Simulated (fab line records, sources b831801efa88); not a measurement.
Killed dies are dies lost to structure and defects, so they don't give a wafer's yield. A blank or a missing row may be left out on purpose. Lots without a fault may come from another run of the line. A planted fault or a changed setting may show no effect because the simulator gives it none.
Which tool did it? | flow gf180mcu | 15 lots, 45 wafers sampled, at 6 steps of a route of 602

WHAT THE GAUGES READ, wafer by wafer
GF_MVPSD_TW_MEAS_11. Usual: MVPSD_TW 551, standard deviation 5.6.
lot  | measured     | on            | MVPSD_TW    | flag
L171 | day 5 21:15  | film_metro-01 | 560 561 561 |
L172 | day 5 21:58  | film_metro-03 | 549 550 549 |
L173 | day 6 01:08  | film_metro-02 | 550 551 550 |
L174 | day 6 09:59  | film_metro-02 | 549 551 552 |
L175 | day 6 16:32  | film_metro-01 | 561 559 558 |
L176 | day 6 23:48  | film_metro-03 | 546 545 545 |
L178 | day 7 14:29  | film_metro-01 | 556 560 558 |
L180 | day 7 21:57  | film_metro-02 | 555 554 553 |
L186 | day 9 05:01  | film_metro-02 | 30 30 30    | OFF
L187 | day 9 12:26  | film_metro-02 | 30 30 30    | OFF
L188 | day 9 19:34  | film_metro-03 | 30 29 30    | OFF
L189 | day 10 00:20 | film_metro-03 | 546 542 546 |
L190 | day 10 08:53 | film_metro-02 | 551 554 554 |
L191 | day 10 10:26 | film_metro-02 | 550 552 552 |
L192 | day 10 17:05 | film_metro-03 | 544 543 546 |

GF_M2_CD_MEAS_14: target cd 280 nm. Usual: cd_nm 280.4 nm, standard deviation 1.2.
lot  | measured     | on        | cd_nm (nm)        | flag
L171 | day 20 19:14 | cd_sem-01 | 281.4 282.6 281.7 |
L172 | day 20 14:42 | cd_sem-02 | 279.3 279.4 279.1 |
L173 | day 21 01:46 | cd_sem-02 | 280.4 281.8 282.4 |
L174 | day 21 12:49 | cd_sem-01 | 280.0 280.6 280.3 |
L175 | day 21 14:20 | cd_sem-02 | 281.2 280.9 280.2 |
L176 | day 22 04:39 | cd_sem-01 | 280.8 281.6 279.8 |
L178 | day 23 00:39 | cd_sem-01 | 280.9 280.3 281.0 |
L180 | day 23 12:02 | cd_sem-01 | 280.1 280.8 279.7 |
L186 | day 25 03:55 | cd_sem-02 | 279.5 279.4 278.9 |
L187 | day 25 17:36 | cd_sem-01 | 282.5 279.9 281.8 |
L188 | day 25 20:16 | cd_sem-01 | 281.2 280.4 281.4 |
L189 | day 26 07:33 | cd_sem-02 | 279.5 279.4 279.3 |
L190 | day 26 14:43 | cd_sem-02 | 280.0 279.5 279.2 |
L191 | day 26 18:05 | cd_sem-02 | 279.3 279.8 278.8 |
L192 | day 26 22:59 | cd_sem-02 | 279.3 281.1 279.5 |

GF_V2_THK_MEAS_01. Usual: V2_CVD_00_THK 597 nm, standard deviation 6.7.
lot  | measured     | on            | V2_CVD_00_THK (nm) | flag
L171 | day 20 20:10 | film_metro-03 | 594 600 602        |
L172 | day 20 15:35 | film_metro-02 | 602 596 605        |
L173 | day 21 02:50 | film_metro-03 | 599 602 601        |
L174 | day 21 13:44 | film_metro-01 | 599 599 603        |
L175 | day 21 15:21 | film_metro-02 | 596 599 609        |
L176 | day 22 05:35 | film_metro-01 | 584 581 580        |
L178 | day 23 01:35 | film_metro-02 | 595 597 597        |
L180 | day 23 13:06 | film_metro-01 | 595 600 590        |
L186 | day 25 04:53 | film_metro-01 | 599 595 596        |
L187 | day 25 18:34 | film_metro-03 | 592 592 592        |
L188 | day 25 21:08 | film_metro-01 | 598 608 603        |
L189 | day 26 08:26 | film_metro-03 | 593 594 590        |
L190 | day 26 15:38 | film_metro-03 | 600 589 593        |
L191 | day 26 19:01 | film_metro-02 | 598 605 601        |
L192 | day 26 23:52 | film_metro-02 | 589 586 585        |

WHICH TOOL RAN EACH LOT (tool, then ch and the chambers of the sampled wafers, then the start)
lot  | GF_MVSD_STRIP_10                    | GF_MVPSD_STRIP_10                    | GF_M1_SPUTTER_01
L171 | plasma_asher-04 ch 0,1, day 5 05:47 | plasma_asher-03 ch 0,1, day 5 21:10  | pvd_sputter-04, day 17 15:22
L172 | plasma_asher-04 ch 0,1, day 5 06:47 | plasma_asher-03 ch 0,1, day 5 21:52  | pvd_sputter-02, day 17 12:22
L173 | plasma_asher-04 ch 0,1, day 5 09:51 | plasma_asher-02 ch 0,1, day 6 01:02  | pvd_sputter-01, day 17 23:22
L174 | plasma_asher-01 ch 0,1, day 5 18:18 | plasma_asher-04 ch 0,1, day 6 09:53  | pvd_sputter-01, day 18 09:47
L175 | plasma_asher-04 ch 0, day 6 00:51   | plasma_asher-04 ch 0,1, day 6 16:26  | pvd_sputter-01, day 18 11:09
L176 | plasma_asher-01 ch 0,1, day 6 07:39 | plasma_asher-02 ch 0,1, day 6 23:42  | pvd_sputter-04, day 19 01:15
L178 | plasma_asher-03 ch 0,1, day 6 22:05 | plasma_asher-03 ch 0,1, day 7 14:23  | pvd_sputter-01, day 19 23:02
L180 | plasma_asher-03 ch 0,1, day 7 05:03 | plasma_asher-02 ch 0,1, day 7 21:51  | pvd_sputter-01, day 20 11:00
L186 | plasma_asher-04 ch 0,1, day 8 12:12 | plasma_asher-02 ch 0,1, day 9 04:55  | pvd_sputter-01, day 22 05:17
L187 | plasma_asher-03 ch 0,1, day 8 19:18 | plasma_asher-04 ch 0,1, day 9 12:20  | pvd_sputter-01, day 22 19:55
L188 | plasma_asher-01 ch 0,1, day 9 02:40 | plasma_asher-04 ch 0,1, day 9 19:28  | pvd_sputter-01, day 23 01:09
L189 | plasma_asher-01 ch 0,1, day 9 06:27 | plasma_asher-02 ch 0,1, day 10 00:14 | pvd_sputter-04, day 23 12:29
L190 | plasma_asher-01 ch 0,1, day 9 13:56 | plasma_asher-03 ch 0,1, day 10 08:47 | pvd_sputter-02, day 23 19:04
L191 | plasma_asher-04 ch 0, day 9 16:15   | plasma_asher-02 ch 0,1, day 10 10:20 | pvd_sputter-01, day 23 23:01
L192 | plasma_asher-01 ch 0,1, day 9 22:14 | plasma_asher-03 ch 0,1, day 10 16:59 | pvd_sputter-02, day 24 04:58
- GF_MVSD_STRIP_10: strips in O2/N2.
- GF_MVPSD_STRIP_10: strips in O2/N2.
- GF_M1_SPUTTER_01: material TiN, target thk 30 nm, time 25 s.

WHAT THE TOOLS THEMSELVES READ (means of the sampled wafers that have a number; where no wafer has one, the mark that the record gives instead)
GF_MVSD_STRIP_10. Usual: chamber_pressure_mTorr 1499.7 mTorr, standard deviation 1.2; drypump_motor_current_A 5.7 A, standard deviation 0.45; heater_power_w 332 W, standard deviation 51; oes_product_au 0.723 a.u., standard deviation 0.0046; strip_time_to_endpoint_s 36.96 s, standard deviation 0.091.
lot  | tool            | chamber_pressure_mTorr (mTorr) | drypump_motor_current_A (A) | heater_power_w (W) | oes_product_au (a.u.) | strip_time_to_endpoint_s (s) | flag
L171 | plasma_asher-04 | 1498.8                         | 5.2                         | 348                | 0.717                 | 36.92                        |
L172 | plasma_asher-04 | 1500.0                         | 5.2                         | 349                | 0.722                 | 37.04                        |
L173 | plasma_asher-04 | 1499.8                         | 5.2                         | 348                | 0.722                 | 37.06                        |
L174 | plasma_asher-01 | 1500.8                         | 5.8                         | 303                | 0.724                 | 36.94                        |
L175 | plasma_asher-04 | 1501.1                         | 5.4                         | 436                | 0.719                 | 37.06                        |
L176 | plasma_asher-01 | 1500.0                         | 5.8                         | 300                | 0.723                 | 36.95                        |
L178 | plasma_asher-03 | 1500.7                         | 6.2                         | 309                | 0.720                 | 36.95                        |
L180 | plasma_asher-03 | 1499.5                         | 6.2                         | 312                | 0.721                 | 36.82                        |
L186 | plasma_asher-04 | -                              | -                           | -                  | -                     | -                            | OFF
L187 | plasma_asher-03 | -                              | -                           | -                  | -                     | -                            | OFF
L188 | plasma_asher-01 | -                              | -                           | -                  | -                     | -                            | OFF
L189 | plasma_asher-01 | 1499.7                         | 5.9                         | 301                | 0.720                 | 36.91                        |
L190 | plasma_asher-01 | 1499.1                         | 5.7                         | 300                | 0.721                 | 36.99                        |
L191 | plasma_asher-04 | 1499.6                         | 5.4                         | 435                | 0.725                 | 37.04                        |
L192 | plasma_asher-01 | 1499.6                         | 5.7                         | 301                | 0.725                 | 36.92                        |

GF_MVPSD_STRIP_10. Usual: chamber_pressure_mTorr 1500.1 mTorr, standard deviation 1.3; drypump_motor_current_A 5.9 A, standard deviation 0.49; heater_power_w 331 W, standard deviation 41; oes_product_au 0.722 a.u., standard deviation 0.0045; strip_time_to_endpoint_s 36.96 s, standard deviation 0.11.
lot  | tool            | chamber_pressure_mTorr (mTorr) | drypump_motor_current_A (A) | heater_power_w (W) | oes_product_au (a.u.) | strip_time_to_endpoint_s (s) | flag
L171 | plasma_asher-03 | 1500.0                         | 5.9                         | 326                | 0.725                 | 37.03                        |
L172 | plasma_asher-03 | 1500.4                         | 5.9                         | 329                | 0.722                 | 37.06                        |
L173 | plasma_asher-02 | 1499.7                         | 6.1                         | 322                | 0.719                 | 36.99                        |
L174 | plasma_asher-04 | 1500.1                         | 5.3                         | 392                | 0.725                 | 36.87                        |
L175 | plasma_asher-04 | 1500.6                         | 5.3                         | 341                | 0.723                 | 37.06                        |
L176 | plasma_asher-02 | 1499.8                         | 6.1                         | 321                | 0.723                 | 36.90                        |
L178 | plasma_asher-03 | 1500.2                         | 6.2                         | 309                | 0.721                 | 36.92                        |
L180 | plasma_asher-02 | 1500.6                         | 6.2                         | 324                | 0.724                 | 37.05                        |
L186 | plasma_asher-02 | 1501.2                         | 6.2                         | 325                | 0.737                 | 80.86                        | OFF
L187 | plasma_asher-04 | 1500.0                         | 5.2                         | 353                | 0.740                 | 81.37                        | OFF
L188 | plasma_asher-04 | 1499.1                         | 5.3                         | 391                | 0.743                 | 81.10                        | OFF
L189 | plasma_asher-02 | 1500.0                         | 6.1                         | 322                | 0.722                 | 36.77                        |
L190 | plasma_asher-03 | 1498.3                         | 5.9                         | 327                | 0.720                 | 36.82                        |
L191 | plasma_asher-02 | 1500.2                         | 6.2                         | 322                | 0.722                 | 36.99                        |
L192 | plasma_asher-03 | 1499.2                         | 6.2                         | 305                | 0.722                 | 36.89                        |

GF_M1_SPUTTER_01. Usual: throttle_valve_pct 30.3 %, standard deviation 1.
lot  | tool           | throttle_valve_pct (%) | flag
L171 | pvd_sputter-04 | 30.1                   |
L172 | pvd_sputter-02 | 29.6                   |
L173 | pvd_sputter-01 | 30.6                   |
L174 | pvd_sputter-01 | 30.5                   |
L175 | pvd_sputter-01 | 30.2                   |
L176 | pvd_sputter-04 | 30.0                   |
L178 | pvd_sputter-01 | 30.0                   |
L180 | pvd_sputter-01 | 30.7                   |
L186 | pvd_sputter-01 | 30.7                   |
L187 | pvd_sputter-01 | 30.3                   |
L188 | pvd_sputter-01 | 30.8                   |
L189 | pvd_sputter-04 | 29.5                   |
L190 | pvd_sputter-02 | 30.2                   |
L191 | pvd_sputter-01 | 31.1                   |
L192 | pvd_sputter-02 | 30.6                   |

THE ANSWER, worked out from the rows above alone
Rule: a lot is off if the mean of its wafers that have a number lies more than 3 standard deviations from the usual mean. A lot without any number at a reading at which 4 lots or more have one is off too. The other lots that the step has rows for count as sound. The gauges are gone through in route order, then the tools' own readings, and for those a lot's mean is taken as printed above. The first step at which some lot is off is used, and at that step the reading that is off furthest; a lot without a number counts as furthest.
Off: L186, L187, L188, at GF_MVPSD_TW_MEAS_11 (MVPSD_TW).
A tool fits if, at a process step before that reading, it ran every lot that is off, and no sound lot after the first of them. The gauges at GF_MVPSD_TW_MEAS_11 aren't tried: what is off there is off at GF_MVSD_STRIP_10 too, on other tools, and a gauge's error can't cause that. None of those tried fits.

WHAT THE SIMULATOR HAD PUT IN
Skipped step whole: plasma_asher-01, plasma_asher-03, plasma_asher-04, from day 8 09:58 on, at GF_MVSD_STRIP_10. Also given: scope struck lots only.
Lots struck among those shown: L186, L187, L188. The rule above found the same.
